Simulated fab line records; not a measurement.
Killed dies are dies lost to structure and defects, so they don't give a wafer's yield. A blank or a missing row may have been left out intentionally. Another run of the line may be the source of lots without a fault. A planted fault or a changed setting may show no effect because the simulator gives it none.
Code-filled problem report in 8D (eight disciplines) form | flow sfq_line | the parts of the form that need people (team, actions taken, sign-off) are left out

1. WHAT WENT WRONG
Wafers without a fault read 182.3 W, standard deviation 0.62; rf_fwd_power_W at SFQ_TRILAYER_I3_DEP_PECVD_081 reads a mean of 211.7 W on 6 wafers belonging to 2 lots. That is +47 standard deviations from the usual mean.
The step: deposits SiO2 from SiH4/N2O, time 111.11 s, target thk 500 nm.
First observed at day 36 02:30: wafer L790.3, on pecvd-03. Wafers with a number at this step in the record: 42, from 14 lots. Rule for "out" (also "out of limits"): further than 4 standard deviations from the usual mean. The other wafers with a number count as sound.

2. WHAT IT IS AND WHAT IT IS NOT
question                    | is                     | is not
which readings at this step | rf_fwd_power_W         | throttle_valve_pct
which lots                  | L790, L791             | L799, L800, L801, L802, L803, L804, L805, L806, L807, L808, L809, L810
which wafers of those lots  | all that have a number | -
read on which tools         | pecvd-03               | pecvd-02, pecvd-04
when                        | from day 36 02:30      | up to then (0 sound wafers); but 36 sound wafers of L799, L800, L801, L802, L803, L804, L805, L806, L807, L808, L809, L810 came after

3. SUSPECTS, AND WHAT RULES EACH OUT
Counting: any tool at a process step up to the reading is kept as a suspect provided that every lot that is out went through it and no sound lot did after the first of them.
- pecvd-03 at SFQ_TRILAYER_I3_DEP_PECVD_081 (deposits SiO2 from SiH4/N2O, time 111.11 s, target thk 500 nm): ruled out as a lasting fault. The sound lots L800, L803, L806, L807, L810 went through it after L790, its earliest lot that is out (day 36 02:30).
Left after counting: nothing in the record.

4. THE CAUSE (what the simulator had put in)
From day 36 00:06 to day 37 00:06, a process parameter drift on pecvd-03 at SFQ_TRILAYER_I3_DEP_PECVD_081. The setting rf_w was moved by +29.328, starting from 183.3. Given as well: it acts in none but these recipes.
Counting ruled it out, wrongly.

5. SEQUENCE OF EFFECTS, ordered by route
Each row: a reading where the mean over the struck wafers with a number is more than 3 standard deviations away from the usual. Only readings whose record carries a usual standard deviation are examined. hours: median over the lots of the time between each lot's start at the first step of this table that gives one and its start at this step. sigmas: the change, counted in usual standard deviations.
hours | step                          | reading        | usual   | on struck wafers | change | sigmas
0     | SFQ_TRILAYER_I3_DEP_PECVD_081 | rf_fwd_power_W | 182.3 W | 211.7            | +29.4  | +47
Process steps it contains:
- SFQ_TRILAYER_I3_DEP_PECVD_081: deposits SiO2 from SiH4/N2O, time 111.11 s, target thk 500 nm.

6. WHAT WOULD HAVE CAUGHT IT SOONER
In this record no reading fell out of limits until day 36 02:30, 2 hours after the fault had begun at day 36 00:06.
